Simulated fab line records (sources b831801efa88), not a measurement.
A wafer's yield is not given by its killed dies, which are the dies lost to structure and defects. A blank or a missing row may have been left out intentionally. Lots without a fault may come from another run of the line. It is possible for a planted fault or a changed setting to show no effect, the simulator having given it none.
Lot-split experiment ; flow sky130 ; 23 wafers read across 5 lots, on a route 708 steps long

## THE SPLIT ITSELF
At SKY_NWELL_IMPLANT_11, the setting energy-kev was moved away from the recipe's 400 on 8 of the 23 wafers read, by -3.6% to +5.4%. All remaining wafers had this setting at the recipe value.

## FROM THE SPLIT TO THE READING: what the file shows between them, 5 steps
- SKY_NWELL_COAT_18: resist thk 3000 nm (also split here: resist-thk-nm)
- SKY_NWELL_IMPLANT_24 (also split here: energy-kev)
- SKY_NWELL_STRIP_25: strips in O2/N2
- SKY_NWELL_CLEAN_27: cleans in SC1/SC2, time 150 s
- SKY_NWELL_RTA_28: time 30 s

## THE READING
Measured at SKY_NWELL_RS_MEAS_29 by four-point probe: NWELL_RS, in ohm/sq. Fault-free wafers of this fab line usually give 624.4 ohm/sq, standard deviation 1.3 ohm/sq.

wafer;tool, chamber at the split;energy-kev as run;against the recipe;NWELL_RS, ohm/sq;against lot-mates on the recipe
L074.1;implanter-04, 0;400;recipe;624.4;-
L074.3;implanter-04, 0;400;recipe;623.6;-
L074.4;implanter-04, 0;400;recipe;622.8;-
L074.5;implanter-04, 0;421.3;+5.3%;617.2;-6.4
L074.6;implanter-04, 0;421.3;+5.3%;615.5;-8.1
L080.1;implanter-04, 0;421.6;+5.4%;616.7;-6.1
L080.2;implanter-04, 0;400;recipe;622.0;-
L080.3;implanter-04, 0;421.6;+5.4%;615.3;-7.6
L080.4;implanter-04, 0;421.6;+5.4%;615.4;-7.5
L080.5;implanter-04, 0;400;recipe;623.7;-
L081.1;implanter-02, 0;400;recipe;624.7;-
L081.3;implanter-02, 0;400;recipe;623.8;-
L081.6;implanter-02, 0;400;recipe;623.7;-
L083.1;implanter-04, 0;385.7;-3.6%;632.5;+8.2
L083.2;implanter-04, 0;385.7;-3.6%;630.5;+6.2
L083.3;implanter-04, 0;385.7;-3.6%;631.0;+6.7
L083.4;implanter-04, 0;400;recipe;625.5;-
L083.6;implanter-04, 0;400;recipe;623.1;-
L085.1;implanter-04, 0;400;recipe;626.5;-
L085.2;implanter-04, 0;400;recipe;625.1;-
L085.3;implanter-04, 0;400;recipe;626.4;-
L085.4;implanter-04, 0;400;recipe;626.8;-
L085.5;implanter-04, 0;400;recipe;624.4;-

THE FIT
A straight line over all 23 wafers: NWELL_RS changes by -1.66 ohm/sq for each +1% of energy-kev; r = -0.96; the points scatter about the line by 1.3 ohm/sq.
The same after taking each lot's own level away (the mean of its wafers on the recipe; 23 wafers): -1.5 ohm/sq for each +1%; r = -0.97; scatter 1.1 ohm/sq.
On that fit, the largest move of energy-kev shifts the reading by 8.1 ohm/sq.
Measured against the standard deviation above, the lots' own levels, which go from 622.85 to 625.84 ohm/sq, span 2.3 times it.
Thus the slope moves with the lot-to-lot level: the two fits are different.
Check: with one of the wafers moved furthest among these (+5.4%) left out of the fit, the line predicts -7.99 ohm/sq for it against its lot-mates. It came out at -6.15 ohm/sq against them.

## ADDITIONAL SPLITS CARRIED BY THESE WAFERS
These wafers also went through other splits before the reading. Each is held against what the fit with the lots' levels taken away leaves over:
other split on the same wafers;wafers away from the commonest value;r with NWELL_RS (lot level and that fit taken away)
SKY_FIELD_ISO_DEVELOP_12 dev-temp-c;6;-0.05
SKY_FIELD_ISO_OXIDATION_22 temp-c;10;+0.21
SKY_FIELD_ISO_WET_ETCH_28 time-s;18;-0.25
SKY_NWELL_COAT_18 resist-thk-nm;9;-0.13
SKY_NWELL_IMPLANT_24 energy-kev;7;+0.34

## THE WHOLE CHAIN: every reading that the file lists as answering this split, in the file's order
step;what it does;reading;change (the file's fit);r (the file's)
SKY_NWELL_IMPLANT_11;;implant.rp-nm (the simulator's own value, which no gauge read);+4.49 nm for each +1% of the setting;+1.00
SKY_NWELL_IMPLANT_11;;implant.drp-nm (the simulator's own value, which no gauge read);+0.589 nm for each +1% of the setting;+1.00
SKY_NWELL_RS_MEAS_29;measures by four-point-probe;NWELL_RS;-1.45 for each +1% of the setting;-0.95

## FILE'S OWN FIT
NWELL_RS changes by -1.45 ohm/sq for each +1% of energy-kev, r = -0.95.
